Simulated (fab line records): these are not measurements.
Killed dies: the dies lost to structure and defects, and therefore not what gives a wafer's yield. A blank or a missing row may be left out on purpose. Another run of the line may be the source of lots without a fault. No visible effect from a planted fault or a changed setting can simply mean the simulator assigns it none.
fab line records    flow sky130
record lots=6  wafers=18  lastDay=50
route steps=708 shown LOCAL_INTERCONNECT@394 CONTACT@406 PAD_OPEN@708
lots that met no fault: taken from a fault-free run of the same line
startH: start of the lot's first displayed wafer, in hours after the record's first day    waitH: hours from the lot's prior step to this one    " as in the row above    L1.1+2: a row that stands for several wafers    - no value, or no start given    * or withheld: withheld    < > ~ a bound
route shown NAME@n: NAME is a module with steps in the file, n the number in the route of the first one    usual: mean and standard deviation over wafers with no fault    same: alike in all rows    chamber/n: place in a boat    sites: each site's reading    _std_site: standard deviation of those values    _edge_site: mean of outer sites minus mean of inner sites    radiusMm: how far each site lies from the wafer's centre    mask NAME#n: copy n    behind: the most recent tool/chamber to have shaped the wafer    hold: why the lot went on hold/how many hours it stayed there/how the hold came to an end    device: transistor that didn't switch, given as n, p or np    end of line: tests of these same wafers at the route's end    where a step has no rows: the recipe by itself    killed: dies lost to structure and defects at the first sort, not the wafer's yield    map: dies across one wafer; x = killed, . = not, _ = none there
set.NAME: the setting that was run; set.NAME@STEP: the one run at that earlier step    model.NAME: the simulator's own value behind a step, which no gauge read
lots seen at some steps along the route; tables by step, rows by wafer
services: from which hour (startH, from the record's first day; less than 0 if before it) a tool's chamber was out of use, for how many hours, and why
## steps
# step SKY_LOCAL_INTERCONNECT_SOFTBAKE_07
# recipe tempC=100  timeS=90  resist=KrF-thick
# step SKY_LOCAL_INTERCONNECT_EXPOSE_08
# recipe maskId=LI1M  na=0.8  sourceShape=annular  sigmaInner=0.55  sigmaOuter=0.85  targetCdNm=170  doseMj=28
# step SKY_LOCAL_INTERCONNECT_PEB_09
# recipe pebTempC=withheld  pebTimeS=withheld  resist=KrF-thick
# step SKY_LOCAL_INTERCONNECT_DEVELOP_10
# recipe developTimeS=60  resist=KrF-thick  devTempC=21
# step SKY_LOCAL_INTERCONNECT_CD_MEAS_11
# recipe targetCdNm=170
# usual cdNm=169.1/1.5
lot.wafer  tool      chamber  startH  waitH  cdNm
L547.2     cdSem-02  -        742.19  -      169.4
L547.3     "         -        "       "      170.2
L547.4     "         -        "       "      170.0
L549.1     cdSem-01  -        758.03  -      168.4
L549.2     "         -        "       "      168.0
L549.6     "         -        "       "      168.1
L550.2     cdSem-02  -        765.64  -      171.5
L550.3     "         -        "       "      172.4
L550.5     "         -        "       "      171.1
L551.1     cdSem-01  -        767.07  -      170.0
L551.2     "         -        "       "      170.7
L551.5     "         -        "       "      169.7
L559.2     cdSem-02  -        832.35  -      169.8
L559.3     "         -        "       "      169.5
L559.4     "         -        "       "      168.1
L563.1     cdSem-02  -        870.32  -      167.9
L563.2     "         -        "       "      168.5
L563.3     "         -        "       "      167.7
# step SKY_LOCAL_INTERCONNECT_OVL_MEAS_12
# usual LOCAL_INTERCONNECT_OVL=2/5
lot.wafer  tool        chamber  startH  waitH  LOCAL_INTERCONNECT_OVL[nm]
L547.2     overlay-02  -        742.30  0.1    -3
L547.3     "           -        "       "      9
L547.4     "           -        "       "      1
L549.1     overlay-02  -        758.15  0.1    -2
L549.2     "           -        "       "      0
L549.6     "           -        "       "      6
L550.2     overlay-01  -        765.75  0.1    2
L550.3     "           -        "       "      -7
L550.5     "           -        "       "      -6
L551.1     overlay-02  -        767.19  0.1    0
L551.2     "           -        "       "      5
L551.5     "           -        "       "      5
L559.2     overlay-01  -        832.46  0.1    -4
L559.3     "           -        "       "      3
L559.4     "           -        "       "      9
L563.1     overlay-02  -        870.44  0.1    -5
L563.2     "           -        "       "      6
L563.3     "           -        "       "      0
# step SKY_LOCAL_INTERCONNECT_ETCH_13
# recipe chemistry=N2/H2  target=BARC  ionEnergyEv=200  biasW=100  pressureMtorr=30  n2FlowSccm=100  h2FlowSccm=200  icpW=500  stopOn=SiO2  timeS=45.9  targetDepthA=600
# step SKY_LOCAL_INTERCONNECT_METAL_ETCH_14
# recipe targetDepthNm=110  stopOn=PSG  chemistry=Cl2/BCl3  target=TiN  resistSidewallDeg=88  pressureMtorr=10  icpW=900  biasW=48.5  Cl2_flow_sccm=60  bcl3FlowSccm=30  timeS=31.4
# usual drypumpMotorCurrentA=5.8/0.4  oesProductAu=0.943/0.0072  rfFwdPowerW=890/3.4  throttleValvePct=21.900/0.01
lot.wafer  tool         chamber  startH  waitH  drypumpMotorCurrentA  oesProductAu  rfFwdPowerW  rfHoursCounterH  throttleValvePct
L547.2     rieMetal-03  1        742.39  0.0    6.2                   0.943         894          16               21.910
L547.3     "            0        "       "      5.3                   0.959         893          -                21.893
L547.4     "            1        "       "      6.2                   0.955         894          -                21.908
L549.1     rieMetal-02  1        758.25  0.0    5.8                   0.943         893          12               21.895
L549.2     "            0        "       "      5.6                   0.943         888          13               21.905
L549.6     "            0        "       "      5.7                   0.944         887          -                21.907
L550.2     rieMetal-03  0        765.84  0.0    5.3                   0.948         891          2                21.907
L550.3     "            1        "       "      6.2                   0.946         892          -                21.886
L550.5     "            1        "       "      6.2                   0.950         896          -                21.901
L551.1     rieMetal-01  1        767.29  0.0    6.4                   0.951         886          12               21.871
L551.2     "            0        "       "      5.3                   0.941         895          14               21.905
L551.5     "            1        "       "      6.4                   0.938         889          -                21.913
L559.2     rieMetal-01  0        832.55  0.0    5.3                   0.944         894          1                21.897
L559.3     "            0        "       "      5.3                   0.939         892          -                21.904
L559.4     "            1        "       "      6.4                   0.939         886          -                21.899
L563.1     rieMetal-02  0        870.54  0.0    5.7                   0.943         894          4                21.917
L563.2     "            1        "       "      5.8                   0.936         887          2                21.892
L563.3     "            0        "       "      5.7                   0.946         895          -                21.910
# step SKY_LOCAL_INTERCONNECT_STRIP_15
# recipe chemistry=O2/N2  powerW=1400  pressureMtorr=1500  platenTempC=withheld  o2FlowSccm=3000  n2FlowSccm=300  overashFraction=0.5
# usual drypumpMotorCurrentA=5.90/0.3  oesProductAu=0.427/0.0043  stripTimeToEndpointS=4.736/0.024
lot.wafer  tool            chamber  startH  waitH  drypumpMotorCurrentA  oesProductAu  rfHoursCounterH  stripTimeToEndpointS
L547.2     plasmaAsher-03  1        742.44  0.0    6.02                  0.428         92               4.762
L547.3     "               0        "       "      6.42                  0.423         -                4.702
L547.4     "               1        "       "      6.02                  0.432         -                4.756
L549.1     plasmaAsher-03  1        758.30  0.0    6.02                  0.420         93               4.722
L549.2     "               0        "       "      6.49                  0.427         93               4.735
L549.6     "               1        "       "      6.02                  0.425         -                4.708
L550.2     plasmaAsher-02  1        765.89  0.0    5.73                  0.429         63               4.708
L550.3     "               0        "       "      5.58                  0.433         -                4.740
L550.5     "               0        "       "      5.60                  0.429         -                4.748
L551.1     plasmaAsher-01  0        767.34  0.0    5.55                  0.428         2                4.730
L551.2     "               1        "       "      6.04                  0.432         2                4.729
L551.5     "               0        "       "      5.59                  0.430         -                4.730
L559.2     plasmaAsher-03  0        832.60  0.0    6.39                  0.431         101              4.745
L559.3     "               1        "       "      6.04                  0.425         -                4.728
L559.4     "               0        "       "      6.38                  0.424         -                4.721
L563.1     plasmaAsher-02  1        870.59  0.0    5.71                  0.429         73               4.712
L563.2     "               0        "       "      5.58                  0.427         73               4.748
L563.3     "               1        "       "      5.72                  0.429         -                4.733
# step SKY_LOCAL_INTERCONNECT_STRIP_16
# recipe chemistry=postEtchResidueRemover  timeS=1200  tempC=72.5
# step SKY_LOCAL_INTERCONNECT_CLEAN_17
# recipe chemistry=IPA  timeS=180  tempC=25
# step SKY_LOCAL_INTERCONNECT_CLEAN_18
# recipe chemistry=O3/DIW  dry=n2Spin
# step SKY_CONTACT_CVD_00
# recipe material=Si3N4  targetThkNm=75  tempC=400  timeS=withheld  rfW=450
# usual heaterPowerOuterW=415/83  heaterPowerW=701/130  rfFwdPowerW=444.8/1.7
lot.wafer  tool      chamber  startH  waitH  heaterPowerOuterW  heaterPowerW  rfFwdPowerW  model.Si3N4_of_CONTACT_CVD_00.thkNm
L547.2     pecvd-02  0        743.04  0.0    485                755           441.1        75.66
L547.3     "         1        "       "      411                625           446.2        73.85
L547.4     "         0        "       "      480                777           442.1        74.98
L549.1     pecvd-01  2        759.33  0.0    586                926           444.0        75.53
L549.2     "         0        "       "      495                915           445.7        74.99
L549.6     "         1        "       "      254                478           446.5        76.61
L550.2     pecvd-02  0        766.48  0.0    423                682           444.6        75.33
L550.3     "         1        "       "      387                582           446.5        75.06
L550.5     "         2        "       "      376                664           373.2        71.98
L551.1     pecvd-02  0        767.93  0.0    375                641           443.4        74.39
L551.2     "         1        "       "      402                613           445.0        73.93
L551.5     "         2        "       "      340                587           371.4        71.3
L559.2     pecvd-03  2        833.23  0.0    384                741           449.0        75.75
L559.3     "         1        "       "      387                746           444.3        75.58
L559.4     "         1        "       "      405                741           444.1        76.4
L563.1     pecvd-02  1        871.18  0.0    419                649           446.9        74.95
L563.2     "         2        "       "      332                587           443.5        74.61
L563.3     "         0        "       "      438                708           444.0        74.34
# step SKY_CONTACT_THK_MEAS_01
# recipe reads=Si3N4_of_CONTACT_CVD_00
# usual CONTACT_CVD_00_THK=75.3/0.95
lot.wafer  tool          chamber  startH  waitH  CONTACT_CVD_00_THK[nm]
L547.2     filmMetro-04  -        743.08  -      75.7
L547.3     "             -        "       "      73.8
L547.4     "             -        "       "      74.9
L549.1     filmMetro-01  -        759.36  -      75.6
L549.2     "             -        "       "      75.0
L549.6     "             -        "       "      76.6
L550.2     filmMetro-03  -        766.53  -      75.3
L550.3     "             -        "       "      75.1
L550.5     "             -        "       "      72.0
L551.1     filmMetro-04  -        767.97  -      74.3
L551.2     "             -        "       "      74.0
L551.5     "             -        "       "      71.3
L559.2     filmMetro-03  -        833.28  -      75.7
L559.3     "             -        "       "      75.6
L559.4     "             -        "       "      76.4
L563.1     filmMetro-04  -        871.22  -      74.9
L563.2     "             -        "       "      74.6
L563.3     "             -        "       "      74.4
# step SKY_CONTACT_HDPCVD_02
# recipe material=SiO2  targetThkNm=565  sigmaOpenFrac=0.3  timeS=94.2  tempC=600  sih4FlowSccm=60  pressureMtorr=6
# step SKY_CONTACT_THK_MEAS_03
# recipe reads=SiO2_of_CONTACT_HDPCVD_02
# usual CONTACT_HDPCVD_THK=565/5.1
lot.wafer  tool          chamber  startH  waitH  CONTACT_HDPCVD_THK[nm]
L547.2     filmMetro-01  -        743.21  0.0    564
L547.3     "             -        "       "      560
L547.4     "             -        "       "      565
L549.1     filmMetro-03  -        759.49  0.0    562
L549.2     "             -        "       "      567
L549.6     "             -        "       "      565
L550.2     filmMetro-01  -        766.65  0.0    564
L550.3     "             -        "       "      564
L550.5     "             -        "       "      564
L551.1     filmMetro-03  -        768.10  0.0    567
L551.2     "             -        "       "      569
L551.5     "             -        "       "      571
L559.2     filmMetro-03  -        833.44  0.1    557
L559.3     "             -        "       "      567
L559.4     "             -        "       "      555
L563.1     filmMetro-03  -        871.35  0.0    566
L563.2     "             -        "       "      571
L563.3     "             -        "       "      565
# step SKY_CONTACT_CMP_04
# recipe material=SiO2  downForcePsi=4  platenRpm=60  padVelocityMS=0.94248
# usual motorCurrentA=12.4/0.91
lot.wafer  tool    chamber  startH  waitH  motorCurrentA
L547.4     cmp-01  1        743.26  0.0    11.8
L547.2     "       2        "       "      11.4
L547.3     "       0        "       "      14.4
L549.2     cmp-01  1        759.60  0.1    12.5
L549.1     "       3        "       "      12.4
L549.6     "       0        "       "      13.5
L550.2     cmp-02  1        766.90  0.2    12.2
L550.3     "       2        "       "      11.9
L550.5     "       0        "       "      11.2
L551.1     cmp-02  2        768.16  0.1    12.5
L551.2     "       1        "       "      12.0
L551.5     "       2        "       "      12.5
L559.3     cmp-01  1        833.64  0.2    11.9
L559.2     "       3        "       "      12.6
L559.4     "       0        "       "      14.5
L563.3     cmp-01  1        871.41  0.0    12.1
L563.1     "       2        "       "      12.0
L563.2     "       3        "       "      13.1
# step SKY_CONTACT_BOW_MEAS_05
# recipe mode=bow
# usual CONTACT_BOW=81/6.4
lot.wafer  tool          chamber  startH  waitH  CONTACT_BOW[um]
L547.2     filmMetro-04  -        743.58  0.2    91
L547.3     "             -        "       "      85
L547.4     "             -        "       "      77
L549.1     filmMetro-04  -        759.85  0.1    83
L549.2     "             -        "       "      86
L549.6     "             -        "       "      91
L550.2     filmMetro-01  -        767.17  0.2    90
L550.3     "             -        "       "      77
L550.5     "             -        "       "      91
L551.1     filmMetro-04  -        768.46  0.2    76
L551.2     "             -        "       "      76
L551.5     "             -        "       "      77
L559.2     filmMetro-04  -        833.96  0.2    73
L559.3     "             -        "       "      87
L559.4     "             -        "       "      80
L563.1     filmMetro-04  -        871.71  0.2    81
L563.2     "             -        "       "      86
L563.3     "             -        "       "      68
# step SKY_CONTACT_DEHYDRATE_06
# recipe tempC=201.1  timeS=60
# step SKY_CONTACT_HMDS_07
# recipe primeTimeS=60  primeTempC=120
# step SKY_CONTACT_COAT_08
# recipe resist=BARC  tempC=withheld  timeS=withheld  spinRpm=3000  resistThkNm=60
# step SKY_CONTACT_COAT_09
# recipe resist=KrF-thick  spinRpm=3000  resistThkNm=450
# step SKY_CONTACT_SOFTBAKE_10
# recipe tempC=100  timeS=90  resist=KrF-thick
# step SKY_CONTACT_EXPOSE_11
# recipe maskId=CTM1  na=0.8  sourceShape=annular  sigmaInner=0.55  sigmaOuter=0.85  targetCdNm=170  doseMj=38
# step SKY_CONTACT_PEB_12
# recipe pebTempC=withheld  pebTimeS=withheld  resist=KrF-thick
# step SKY_CONTACT_DEVELOP_13
# recipe developTimeS=60  resist=KrF-thick  devTempC=21
# step SKY_CONTACT_CD_MEAS_14
# recipe targetCdNm=170
# usual cdNm=170.3/1.7
lot.wafer  tool      chamber  startH  waitH  cdNm
L547.2     cdSem-02  -        771.25  -      171.2
L547.3     "         -        "       "      170.4
L547.4     "         -        "       "      169.8
L549.1     cdSem-01  -        786.48  -      174.7
L549.2     "         -        "       "      173.7
L549.6     "         -        "       "      171.8
L550.2     cdSem-01  -        793.15  -      167.8
L550.3     "         -        "       "      169.5
L550.5     "         -        "       "      168.2
L551.1     cdSem-01  -        795.23  -      170.8
L551.2     "         -        "       "      169.1
L551.5     "         -        "       "      169.6
L559.2     cdSem-02  -        859.90  -      173.1
L559.3     "         -        "       "      170.6
L559.4     "         -        "       "      171.9
L563.1     cdSem-02  -        896.83  -      170.6
L563.2     "         -        "       "      170.0
L563.3     "         -        "       "      170.7
# step SKY_CONTACT_OVL_MEAS_15
# usual CONTACT_OVL=-1/5.8
lot.wafer  tool        chamber  startH  waitH  CONTACT_OVL[nm]
L547.2     overlay-02  -        771.36  0.1    -15
L547.3     "           -        "       "      -11
L547.4     "           -        "       "      -11
L549.1     overlay-02  -        786.60  0.1    5
L549.2     "           -        "       "      3
L549.6     "           -        "       "      8
L550.2     overlay-01  -        793.26  0.1    -1
L550.3     "           -        "       "      2
L550.5     "           -        "       "      -4
L551.1     overlay-01  -        795.35  0.1    -1
L551.2     "           -        "       "      1
L551.5     "           -        "       "      -7
L559.2     overlay-02  -        860.01  0.1    -7
L559.3     "           -        "       "      -1
L559.4     "           -        "       "      -3
L563.1     overlay-02  -        896.95  0.1    7
L563.2     "           -        "       "      9
L563.3     "           -        "       "      6
# step SKY_CONTACT_ETCH_16
# recipe chemistry=N2/H2  target=BARC  ionEnergyEv=200  sourceW=500  biasW=100  pressureMtorr=30  n2FlowSccm=100  h2FlowSccm=200  stopOn=SiO2  timeS=45.9  targetDepthA=600
# step SKY_CONTACT_ETCH_17
# recipe target=SiO2  chemistry=C4F8/O2/Ar  stopOn=Si3N4  maskMaterial=KrF-thick  sourceW=1500  biasW=1200  pressureMtorr=40  c4f8FlowSccm=withheld  O2_flow_sccm=6  Ar_flow_sccm=300  timeS=withheld  targetDepthA=3400
# usual oesProductAu=0.891/0.0049  rfFwdPowerW=1488/7
lot.wafer  tool        chamber  startH  waitH  oesProductAu  rfFwdPowerW
L547.2     rieDiel-01  3        771.43  0.0    0.886         1494
L547.3     "           0        "       "      0.893         1490
L547.4     "           2        "       "      0.894         1480
L549.1     rieDiel-01  1        786.68  0.0    0.906         1494
L549.2     "           2        "       "      0.887         1480
L549.6     "           2        "       "      0.898         1482
L550.2     rieDiel-04  3        793.33  0.0    0.888         1495
L550.3     "           2        "       "      0.886         1498
L550.5     "           0        "       "      0.898         1467
L551.1     rieDiel-03  1        795.43  0.0    0.892         1490
L551.2     "           2        "       "      0.891         1482
L551.5     "           1        "       "      0.887         1498
L559.2     rieDiel-04  0        860.08  0.0    0.885         1486
L559.3     "           2        "       "      0.889         1494
L559.4     "           1        "       "      0.883         1485
L563.1     rieDiel-03  2        897.03  0.0    0.897         1487
L563.2     "           3        "       "      0.890         1483
L563.3     "           1        "       "      0.895         1502
# step SKY_CONTACT_ETCH_18
# recipe target=Si3N4  chemistry=CHF3/O2  stopOn=TiN  sourceW=600  biasW=200  pressureMtorr=40  chf3FlowSccm=50  O2_flow_sccm=5  timeS=39  targetDepthA=750
# usual drypumpMotorCurrentA=5.8/0.44  oesProductAu=0.857/0.0073  rfFwdPowerW=594/3  throttleValvePct=8.794/0.0087
lot.wafer  tool        chamber  startH  waitH  drypumpMotorCurrentA  oesProductAu  rfFwdPowerW  rfHoursCounterH  throttleValvePct  model.etch.depthNm
L547.2     rieDiel-01  3        -       -      6.3                   0.863         598          1                8.796             75.66
L547.3     "           0        "       "      5.4                   0.845         595          1                8.800             73.85
L547.4     "           2        "       "      5.2                   0.857         587          20               8.793             74.98
L549.1     rieDiel-01  1        -       -      5.8                   0.856         597          6                8.793             75.53
L549.2     "           2        "       "      5.2                   0.853         591          20               8.796             74.99
L549.6     "           2        "       "      5.2                   0.870         591          -                8.796             76.61
L550.2     rieDiel-04  3        -       -      5.7                   0.863         594          19               8.799             75.33
L550.3     "           2        "       "      5.4                   0.854         596          6                8.817             75.06
L550.5     "           0        "       "      6.1                   0.836         589          -                8.803             71.98
L551.1     rieDiel-03  1        -       -      6.2                   0.846         597          15               8.799             74.39
L551.2     "           2        "       "      6.3                   0.851         591          20               8.781             73.93
L551.5     "           1        "       "      6.2                   0.822         595          -                8.786             71.3
L559.2     rieDiel-04  0        -       -      6.1                   0.866         591          7                8.798             75.75
L559.3     "           2        "       "      5.4                   0.860         596          9                8.789             75.58
L559.4     "           1        "       "      5.6                   0.864         591          20               8.790             76.4
L563.1     rieDiel-03  2        -       -      6.3                   0.863         593          24               8.786             74.95
L563.2     "           3        "       "      4.7                   0.851         593          2                8.796             74.61
L563.3     "           1        "       "      6.2                   0.855         596          19               8.795             74.34
# step SKY_CONTACT_STRIP_19
# recipe chemistry=O2/N2  powerW=1400  pressureMtorr=1500  platenTempC=withheld  o2FlowSccm=3000  n2FlowSccm=300  overashFraction=0.5
# usual drypumpMotorCurrentA=6.02/0.27  oesProductAu=0.381/0.0045  stripTimeToEndpointS=3.618/0.022
lot.wafer  tool            chamber  startH  waitH  drypumpMotorCurrentA  oesProductAu  rfHoursCounterH  stripTimeToEndpointS
L547.2     plasmaAsher-03  0        771.52  -      6.47                  0.377         94               3.602
L547.3     "               0        "       "      6.41                  0.387         -                3.641
L547.4     "               1        "       "      5.99                  0.382         -                3.646
L549.1     plasmaAsher-03  0        786.77  -      6.45                  0.384         96               3.655
L549.2     "               1        "       "      6.02                  0.384         96               3.620
L549.6     "               0        "       "      6.41                  0.374         -                3.604
L550.2     plasmaAsher-02  1        793.42  -      5.73                  0.376         66               3.603
L550.3     "               1        "       "      5.76                  0.377         -                3.623
L550.5     "               0        "       "      5.61                  0.384         -                3.616
L551.1     plasmaAsher-03  0        795.52  -      6.44                  0.377         96               3.596
L551.2     "               1        "       "      6.00                  0.383         96               3.619
L551.5     "               0        "       "      6.45                  0.384         -                3.602
L559.2     plasmaAsher-04  0        860.17  -      6.22                  0.375         43               3.632
L559.3     "               1        "       "      5.97                  0.385         -                3.613
L559.4     "               0        "       "      6.25                  0.393         -                3.630
L563.1     plasmaAsher-04  1        897.12  -      5.95                  0.382         47               3.597
L563.2     "               0        "       "      6.26                  0.376         47               3.626
L563.3     "               0        "       "      6.21                  0.382         -                3.607
# step SKY_PAD_OPEN_PROBE_99
# usual killed_at_M0_to_M3=44/7  killed_at_M4_up=3.2/2  killedAtContacts=25/5.3  killedAtFrontEnd=15/4.3  killedAtOther=0.3/0.54  killedDies=86/8.7  killedOpen=47/6.4  killedShort=39/5.6
# same grossDies=492  killedAtBackSide=0
lot.wafer  tool       chamber  startH   waitH  killed_at_M0_to_M3  killed_at_M4_up  killedAtContacts  killedAtFrontEnd  killedAtOther  killedDies  killedOpen  killedShort
L551.1     prober-01  -        1117.64  0.1    42                  3                26                16                0              87          48          39
L551.2     prober-01  -        1117.69  0.1    49                  1                30                18                0              98          53          45
L551.5     prober-01  -        1117.84  0.2    35                  2                27                16                0              80          45          35
L563.1     prober-01  -        1190.19  0.1    33                  1                24                20                0              78          45          33
L563.2     prober-01  -        1190.24  0.1    49                  4                27                19                0              99          51          48
L563.3     prober-01  -        1190.29  0.2    49                  1                23                18                0              91          54          37
# killed by level:class
L551.1 LI_CONTACT:geometricParticle:open=11 CONTACT:geometricParticle:open=7 VIA3:geometricParticle:open=6 FIELD_ISO:geometricParticle:open=5 METAL2:geometricParticle:short=5 CONTACT:geometricParticle:short=5 METAL1:geometricParticle:short=5 VIA2:geometricParticle:open=5
L551.2 VIA1:geometricParticle:open=13 LI_CONTACT:geometricParticle:open=11 CONTACT:geometricParticle:open=8 CONTACT:geometricParticle:short=7 FIELD_ISO:geometricParticle:short=5 POLY_GATE:geometricParticle:open=5 VIA2:geometricParticle:open=5 VIA3:geometricParticle:short=5
L551.5 CONTACT:geometricParticle:open=12 VIA3:geometricParticle:open=8 LI_CONTACT:geometricParticle:open=6 CONTACT:geometricParticle:short=5 VIA1:geometricParticle:open=5 POLY_GATE:geometricParticle:short=4 POLY_GATE:geometricParticle:open=4 METAL1:geometricParticle:short=4
L563.1 FIELD_ISO:geometricParticle:short=10 CONTACT:geometricParticle:open=10 VIA3:geometricParticle:open=8 LI_CONTACT:geometricParticle:open=7 LOCAL_INTERCONNECT:geometricParticle:short=6 FIELD_ISO:geometricParticle:open=5 VIA2:geometricParticle:open=5 VIA1:geometricParticle:open=3
L563.2 VIA3:geometricParticle:open=12 METAL2:geometricParticle:short=9 LI_CONTACT:geometricParticle:open=7 LOCAL_INTERCONNECT:geometricParticle:short=7 METAL1:geometricParticle:short=7 POLY_GATE:geometricParticle:open=6 VIA2:geometricParticle:open=6 CONTACT:geometricParticle:short=5
L563.3 VIA1:geometricParticle:open=13 LI_CONTACT:geometricParticle:open=8 CONTACT:geometricParticle:open=8 VIA3:geometricParticle:open=8 METAL2:geometricParticle:short=7 FIELD_ISO:geometricParticle:open=6 VIA2:geometricParticle:open=6 FIELD_ISO:geometricParticle:short=5
## services
tool            chamber  startH  hours  kind
cmp-02          -        744.00  4.0    pm
rieMetal-02     0        760.60  2.9    repair
cmp-01          -        761.35  9.3    pm
rieDiel-04      -        763.81  2.8    pm
plasmaAsher-03  -        764.71  2.0    repair
rieDiel-03      2        770.64  1.2    repair
cmp-02          -        782.87  4.0    repair
rieDiel-03      2        782.93  5.0    repair
rieDiel-04      1        796.11  2.8    repair
rieDiel-03      -        799.12  14.6   pm
cmp-01          -        807.41  2.2    repair
rieDiel-04      1        815.08  4.6    repair
rieDiel-03      3        816.11  35.8   repair
cmp-01          -        818.83  0.3    repair
rieDiel-03      0        819.56  14.3   repair
rieDiel-03      2        826.09  1.9    repair
cmp-02          -        829.82  3.9    repair
rieDiel-04      3        837.18  1.4    repair
rieDiel-03      1        844.06  9.0    repair
pecvd-02        -        860.58  8.4    repair
plasmaAsher-02  -        860.65  5.8    repair
rieDiel-01      2        874.10  16.0   repair
rieDiel-01      -        880.15  17.3   repair
cmp-01          -        881.58  3.0    repair
## key
firstSign step=SKY_CONTACT_CVD_00  reading=rfFwdPowerW  direction=down  sigmas=43  usual=444.8  struck=372.3
effect step=SKY_CONTACT_THK_MEAS_01  reading=CONTACT_CVD_00_THK  direction=down  sigmas=3.9  usual=75.3  struck=71.6
effect step=SKY_CONTACT_ETCH_18  reading=oesProductAu  direction=down  sigmas=3.7  usual=0.857  struck=0.829
modelEffect step=SKY_CONTACT_CVD_00  value=Si3N4_of_CONTACT_CVD_00.thkNm  without=75.49  struck=71.64
modelEffect step=SKY_CONTACT_ETCH_18  value=etch.depthNm  without=75.49  struck=71.64
metAt SKY_CONTACT_CVD_00
struckWafers L550.5,L551.5
testerLeftOut L550,L551
fault kind=processParameterDrift  tool=pecvd-02  chamber=2  onsetH=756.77  steps=SKY_CONTACT_CVD_00  channel=rfW  offset=-72  shape=step  endH=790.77  actsIn=theseRecipesOnly  stated=450
# testerLeftOut: of these lots the tester's yield and bins aren't shown, on N5 and GAA mostly nor the transistor test; their killed dies are dies lost to structure and defects alone, not to doping, threshold or leakage, so they don't give the yield
